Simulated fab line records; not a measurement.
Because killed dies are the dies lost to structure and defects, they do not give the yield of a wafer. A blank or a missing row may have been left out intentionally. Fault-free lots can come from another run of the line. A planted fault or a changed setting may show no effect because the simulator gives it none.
A sampling plan put to the test || flow sky130 || one line in one fab, 13 faults in these records, each fault weighed on the records of the lots it struck
Plan = the line's own looks (route steps where a gauge or an inspection reads the wafer without altering it). Where struck wafers have a number at a look and the file lists that look's usual mean and standard deviation on fault-free wafers, the look can be judged. Caught: at a look after the fault's first step, the mean of the struck wafers lies 4 or more of those standard deviations (sigma) from the usual mean. On the tool: the same test on the tool's own readings at the fault's steps. Also counted as caught: the struck wafers showing another recipe, or a record that is empty for them alone.

## THE FAULTS, as the simulator had put them in
1. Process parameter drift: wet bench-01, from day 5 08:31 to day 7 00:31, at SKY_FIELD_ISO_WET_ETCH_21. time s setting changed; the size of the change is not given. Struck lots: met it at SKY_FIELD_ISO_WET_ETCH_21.
2. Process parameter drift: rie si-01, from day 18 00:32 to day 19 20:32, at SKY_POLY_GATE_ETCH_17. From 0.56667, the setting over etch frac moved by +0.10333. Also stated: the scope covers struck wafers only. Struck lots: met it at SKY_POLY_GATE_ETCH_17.
3. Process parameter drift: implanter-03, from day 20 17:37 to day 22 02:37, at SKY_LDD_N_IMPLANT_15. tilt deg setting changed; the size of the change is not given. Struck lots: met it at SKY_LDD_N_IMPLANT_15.
4. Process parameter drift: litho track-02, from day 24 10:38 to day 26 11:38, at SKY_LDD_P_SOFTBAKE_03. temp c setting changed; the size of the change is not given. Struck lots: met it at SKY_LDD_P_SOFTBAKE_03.
5. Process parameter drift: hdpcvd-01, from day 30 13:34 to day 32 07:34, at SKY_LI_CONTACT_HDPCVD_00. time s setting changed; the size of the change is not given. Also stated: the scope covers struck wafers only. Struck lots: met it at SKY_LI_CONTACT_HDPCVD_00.
6. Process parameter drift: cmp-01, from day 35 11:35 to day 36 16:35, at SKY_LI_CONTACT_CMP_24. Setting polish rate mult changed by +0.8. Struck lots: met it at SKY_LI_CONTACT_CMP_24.
7. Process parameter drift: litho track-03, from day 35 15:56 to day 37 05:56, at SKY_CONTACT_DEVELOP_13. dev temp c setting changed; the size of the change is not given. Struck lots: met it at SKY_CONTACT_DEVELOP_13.
8. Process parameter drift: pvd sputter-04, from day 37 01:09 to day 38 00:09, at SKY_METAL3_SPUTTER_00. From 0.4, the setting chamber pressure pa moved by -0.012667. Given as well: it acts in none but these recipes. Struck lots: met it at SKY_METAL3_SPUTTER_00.
9. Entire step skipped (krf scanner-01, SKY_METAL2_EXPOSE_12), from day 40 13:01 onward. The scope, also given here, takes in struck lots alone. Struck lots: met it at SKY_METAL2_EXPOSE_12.
10. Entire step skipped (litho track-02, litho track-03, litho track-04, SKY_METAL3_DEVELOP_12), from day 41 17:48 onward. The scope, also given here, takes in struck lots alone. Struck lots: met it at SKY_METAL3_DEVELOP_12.
11. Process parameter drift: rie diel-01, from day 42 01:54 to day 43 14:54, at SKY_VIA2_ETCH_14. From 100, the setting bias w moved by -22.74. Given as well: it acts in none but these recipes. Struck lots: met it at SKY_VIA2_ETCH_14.
12. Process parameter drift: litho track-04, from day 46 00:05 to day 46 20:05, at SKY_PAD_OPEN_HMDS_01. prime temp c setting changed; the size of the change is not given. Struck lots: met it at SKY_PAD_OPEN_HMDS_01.
13. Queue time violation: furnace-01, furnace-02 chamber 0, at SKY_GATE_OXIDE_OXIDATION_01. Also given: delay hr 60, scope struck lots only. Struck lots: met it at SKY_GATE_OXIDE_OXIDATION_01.

## WHAT THE PLAN SAW
{"fault": 1, "on the tool itself": "run length s -13 sigma", "first look that catches it": "not the one look that can be judged after it", "reading, sigma": "-", "median hours from its first step to that look": "-", "hours from the fault's start to the first struck lot there": "-", "judged looks passed uncaught": 1}
{"fault": 2, "on the tool itself": "only faintly: oes product au -3.6 sigma", "first look that catches it": "no look after it can be judged", "reading, sigma": "-", "median hours from its first step to that look": "-", "hours from the fault's start to the first struck lot there": "-", "judged looks passed uncaught": 0}
{"fault": 3, "on the tool itself": "tilt deg -99 or beyond sigma", "first look that catches it": "not the one look that can be judged after it", "reading, sigma": "-", "median hours from its first step to that look": "-", "hours from the fault's start to the first struck lot there": "-", "judged looks passed uncaught": 1}
{"fault": 4, "on the tool itself": "heater power total W +62 sigma", "first look that catches it": "no look after it can be judged", "reading, sigma": "-", "median hours from its first step to that look": "-", "hours from the fault's start to the first struck lot there": "-", "judged looks passed uncaught": 0}
{"fault": 5, "on the tool itself": "run length s -9.5 sigma", "first look that catches it": "no look after it can be judged", "reading, sigma": "-", "median hours from its first step to that look": "-", "hours from the fault's start to the first struck lot there": "-", "judged looks passed uncaught": 0}
{"fault": 6, "on the tool itself": "time to endpoint s -6.7 sigma", "first look that catches it": "no look after it can be judged", "reading, sigma": "-", "median hours from its first step to that look": "-", "hours from the fault's start to the first struck lot there": "-", "judged looks passed uncaught": 0}
{"fault": 7, "on the tool itself": "developer temp C +5.4 sigma", "first look that catches it": "not the one look that can be judged after it", "reading, sigma": "-", "median hours from its first step to that look": "-", "hours from the fault's start to the first struck lot there": "-", "judged looks passed uncaught": 1}
{"fault": 8, "on the tool itself": "chamber pressure pa -13 sigma", "first look that catches it": "not the one look that can be judged after it", "reading, sigma": "-", "median hours from its first step to that look": "-", "hours from the fault's start to the first struck lot there": "-", "judged looks passed uncaught": 1}
{"fault": 9, "on the tool itself": "no reading that can be judged", "first look that catches it": "no look after it can be judged", "reading, sigma": "-", "median hours from its first step to that look": "-", "hours from the fault's start to the first struck lot there": "-", "judged looks passed uncaught": 0}
{"fault": 10, "on the tool itself": "the tool's record is blank for the struck wafers", "first look that catches it": "no look after it can be judged", "reading, sigma": "-", "median hours from its first step to that look": "-", "hours from the fault's start to the first struck lot there": "-", "judged looks passed uncaught": 0}
{"fault": 11, "on the tool itself": "bias w -74 sigma", "first look that catches it": "not the one look that can be judged after it", "reading, sigma": "-", "median hours from its first step to that look": "-", "hours from the fault's start to the first struck lot there": "-", "judged looks passed uncaught": 1}
{"fault": 12, "on the tool itself": "prime temp c +40 sigma", "first look that catches it": "no look after it can be judged", "reading, sigma": "-", "median hours from its first step to that look": "-", "hours from the fault's start to the first struck lot there": "-", "judged looks passed uncaught": 0}
{"fault": 13, "on the tool itself": "under 2 sigma", "first look that catches it": "not the one look that can be judged after it", "reading, sigma": "-", "median hours from its first step to that look": "-", "hours from the fault's start to the first struck lot there": "-", "judged looks passed uncaught": 1}
A dash: the fault isn't caught, or these records don't give the number.

Caught at a look: 0 of 13. Caught on the tool: 10 of 13. By one or the other: 10 of 13.
Faults caught by the tool alone: 1, 3, 4, 5, 6, 7, 8, 10, 11, 12.
Caught by neither: faults 2, 9, 13.
